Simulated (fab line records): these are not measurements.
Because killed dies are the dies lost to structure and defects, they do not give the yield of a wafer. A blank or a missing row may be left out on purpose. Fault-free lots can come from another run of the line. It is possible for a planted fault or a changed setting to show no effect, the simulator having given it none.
A struck lot beside a sound one -- flow gf180mcu -- 15 out of 602 route steps
Sound: the wafers L209.1, L209.3, L209.6. Wafers L201.2, L201.3, L201.6 were the ones struck. The cause comes at the end.
Order at every step that has rows: each side's tool, ch and its chambers, its first start. Under that, the readings that differ: sound wafers -- struck wafers -- difference of the means -- sigmas: that difference in standard deviations of wafers without a fault.
alike: a reading whose means differ by less than 2 such deviations, as well as words and numbers matching on both sides. not compared: withheld readings; readings where some wafer has no value; bounds like >300 that might hide an equal value; numbers whose values overlap and for which the record gives no deviation.
The two part at a step that has a row with sigmas, a row that says differs or no value, or rows on one side only. Non-overlapping numbers with no deviation appear without sigmas and do not part them. A reading missing from all wafers of one side parts the sides only when that side holds two or more wafers.

GF_V2_BOW_MEAS_05:
  sound on film_metro-01 at day 26 09:47; struck on film_metro-01 at day 23 23:46
reading,sound,struck,difference,sigmas
V2_BOW (um),84 83 88,105 99 106,+18,+2
then, 8 steps without rows for these wafers: GF_V2_DEHYDRATE_06 (time 60 s); GF_V2_HMDS_07 (prime time 60 s); GF_V2_COAT_08; GF_V2_COAT_09 (resist thk 1000 nm); GF_V2_SOFTBAKE_10 (time 60 s); GF_V2_EXPOSE_11 (exposes mask Via2, target cd 260 nm); GF_V2_PEB_12 (peb time 90 s); GF_V2_DEVELOP_13 (develop time 60 s).
GF_V2_CD_MEAS_14: the cd target is 260 nm.
  sound on cd_sem-01 at day 27 06:08; struck on cd_sem-02 at day 24 21:58
  alike: cd_nm
GF_V2_OVL_MEAS_15:
  sound on overlay-01 at day 27 06:16; struck on overlay-01 at day 24 22:05
  alike: V2_OVL
GF_V2_ETCH_16: etches BARC in N2/H2.
  sound on rie_diel-01 ch 0,2,3, day 27 06:18; struck on rie_diel-02 ch 1,2, day 24 22:07
  alike: bias_w, chamber_pressure_mTorr, drypump_motor_current_A, n2_flow_sccm, oes_product_au, throttle_valve_pct
GF_V2_ETCH_17: etches SiO2 in C4F8/O2/Ar, stops on TiN, target depth 630 nm.
  sound on rie_diel-01 ch 0,2,3, day 27 06:00; struck on rie_diel-02 ch 1,2, day 24 22:00
  no value came back on the struck wafers for bias_w (W), chamber_pressure_mTorr (mTorr), oes_product_au (a.u.); on the sound wafers bias_w (W) reads 1200 1200 1199
GF_V2_STRIP_18: strips in O2/N2.
  sound on plasma_asher-03 ch 0, day 27 06:26; struck on plasma_asher-04 ch 0,1, day 24 22:14
reading,sound,struck,difference,sigmas
drypump_motor_current_A (A),5.9 5.9 5.9,5.2 5.2 5.2,-0.7,-2
oes_product_au (a.u.),0.589 0.596 0.597,0.661 0.669 0.669,+0.072,+15
  alike: heater_power_w, n2_flow_sccm
  not compared: rf_hours_counter_h
then, 1 step without rows for these wafers: GF_V2_STRIP_19 (strips in post etch residue remover, time 1200 s).

## WHERE THEY PART
First at GF_V2_BOW_MEAS_05; last, within this record, at GF_V2_STRIP_18.

WHY: the cause the simulator had injected
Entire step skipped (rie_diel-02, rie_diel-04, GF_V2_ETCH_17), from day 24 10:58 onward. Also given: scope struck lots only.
